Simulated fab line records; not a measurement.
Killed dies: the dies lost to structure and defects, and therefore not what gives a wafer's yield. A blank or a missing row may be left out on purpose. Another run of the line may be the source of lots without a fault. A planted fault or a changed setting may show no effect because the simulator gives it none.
Matching of chambers ; flow sky130 ; SKY_VIA3_ETCH_15 on rie_diel-01: 4 sister chambers
The step etches SiO2 in C4F8/O2/Ar, stops on TiN, target depth 507 nm, time 78 s. 16 wafers are shown with their chamber, then 8 later ones without.

WAFERS WITH THEIR CHAMBER
wafer;chamber;oes_product_au (a.u.)
L081.2;1;0.952
L081.3;0;0.951
L081.4;2;0.943
L082.4;3;0.944
L082.5;1;0.943
L082.6;0;0.949
L085.3;0;0.945
L085.5;1;0.934
L085.6;0;0.942
L089.1;3;0.948
L089.2;2;0.951
L089.3;1;0.950
L089.4;2;0.937
L089.5;3;0.949
L089.6;1;0.950
L092.1;3;0.941

SIGNATURES, as means of the wafers listed above
reading;chamber 0;chamber 1;chamber 2;chamber 3;scatter within a chamber
oes_product_au;0.94675;0.94580;0.94367;0.94550;0.00584
Rule: a wafer lies at a distance from a chamber equal to the root of the sum of squares, over the readings, of (its reading less the chamber's mean, divided by the reading's scatter). If the next closest chamber is less than 2 further off than the closest, the wafer can't be placed; otherwise it belongs to the closest. The scatter: take each reading less its chamber's mean, square it, sum over the shown wafers, divide by the number of wafers less the number of chambers, and take the root.

WAFERS MISSING THEIR CHAMBER
wafer;oes_product_au (a.u.)
L092.3;0.944
L092.5;0.935
L093.1;0.937
L093.3;0.942
L093.6;0.946
L095.1;0.941
L095.2;0.942
L095.4;0.938

CHAMBER TAKEN BY EACH
wafer;from the rows above;in truth
L092.3;can't be placed: 2 or 3 or 1 or 0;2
L092.5;can't be placed: 2 or 3 or 1 or 0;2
L093.1;can't be placed: 2 or 3 or 1 or 0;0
L093.3;can't be placed: 2 or 3 or 1 or 0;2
L093.6;can't be placed: 1 or 3 or 0 or 2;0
L095.1;can't be placed: 2 or 3 or 1 or 0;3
L095.2;can't be placed: 2 or 3 or 1 or 0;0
L095.4;can't be placed: 2 or 3 or 1 or 0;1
Correct placement for 0 of the 8. From these rows, 8 cannot be placed; in 8 the true chamber is one of the candidates. Wrongly placed: 0.
